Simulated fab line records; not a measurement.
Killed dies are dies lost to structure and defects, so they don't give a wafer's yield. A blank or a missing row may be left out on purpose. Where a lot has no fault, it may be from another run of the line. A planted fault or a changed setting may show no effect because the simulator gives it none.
One fault seen from 2 desks + flow sky130 + only its own numbers are on each desk; what lay behind them is given at the end

== THE TOOL OWNER'S DESK: litho track-02 ==
The tool's own readings at SKY_LDD_N_COAT_02 (resist thk 300 nm): means of the sampled wafers that have a number, for each lot that ran on this tool. If a lot's mean is further than 4 standard deviations from the usual mean, the lot is out of limits and carries the mark OUT (the distance appears in the brackets).
Columns: A = exhaust pa at SKY_LDD_N_COAT_02, usual 45.0 Pa; B = spin speed rpm at SKY_LDD_N_COAT_02, usual 2999.7 rpm
| lot  | first seen here | A    | B                |
|------|-----------------|------|------------------|
| L792 | day 19 04:11    | 44.6 | 2996.7           |
| L801 | day 22 06:35    | 45.2 | 2844.5 (-74) OUT |
| L802 | day 22 17:02    | 45.0 | 2845.2 (-74) OUT |
Finding of this desk: L801, L802 out of limits; the first was L801 at day 22 06:35, on spin speed rpm at SKY_LDD_N_COAT_02. In limits: L792.

== AT THE METROLOGY DESK ==
What the gauges read for every lot (on any tool): the sampled wafers with a number, averaged. If a lot's mean is further than 4 standard deviations from the usual mean, the lot is out of limits and carries the mark OUT (the distance appears in the brackets).
Columns: A = POLY_GATE_TW at SKY_RES_PROTECT_TW_MEAS_08, usual 4072; B = POLY_GATE_OVL at SKY_POLY_GATE_OVL_MEAS_14, usual 2 nm
| lot  | first seen here | A    | B  |
|------|-----------------|------|----|
| L789 | day 16 01:13    | 4027 | -5 |
| L792 | day 17 01:44    | 4115 | -1 |
| L794 | day 17 12:30    | 4010 | -0 |
| L799 | day 19 09:52    | 4145 | 3  |
| L801 | day 20 05:55    | 4038 | 1  |
| L802 | day 20 15:13    | 4078 | 9  |
| L803 | day 20 17:14    | 4115 | 2  |
| L804 | day 21 01:32    | 4105 | 4  |
| L807 | day 22 06:50    | 4101 | -5 |
| L808 | day 22 10:39    | 4101 | -3 |
| L809 | day 23 00:53    | 4090 | -1 |
| L810 | day 23 07:44    | 4096 | -1 |
This desk found nothing out of limits on any of the 12 lots.

== BROUGHT TOGETHER ==
On L801, L802, at day 22 06:35, an alarm was possible from the tool owner's desk.
The metrology desk saw nothing out of limits.
The metrology desk holds a record of L801, L802, inside its limits.
Of the lots named, all ran SKY_LDD_N_COAT_02 on litho track-02.

== WHAT THE SIMULATOR HAD INSERTED ==
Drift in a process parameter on litho track-02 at SKY_LDD_N_COAT_02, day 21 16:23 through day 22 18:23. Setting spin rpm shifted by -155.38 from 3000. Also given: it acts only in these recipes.
Lots struck among those shown: L801, L802.
Delay in hours, fault start to first out-of-limits reading, by desk: the tool owner's desk at 14.
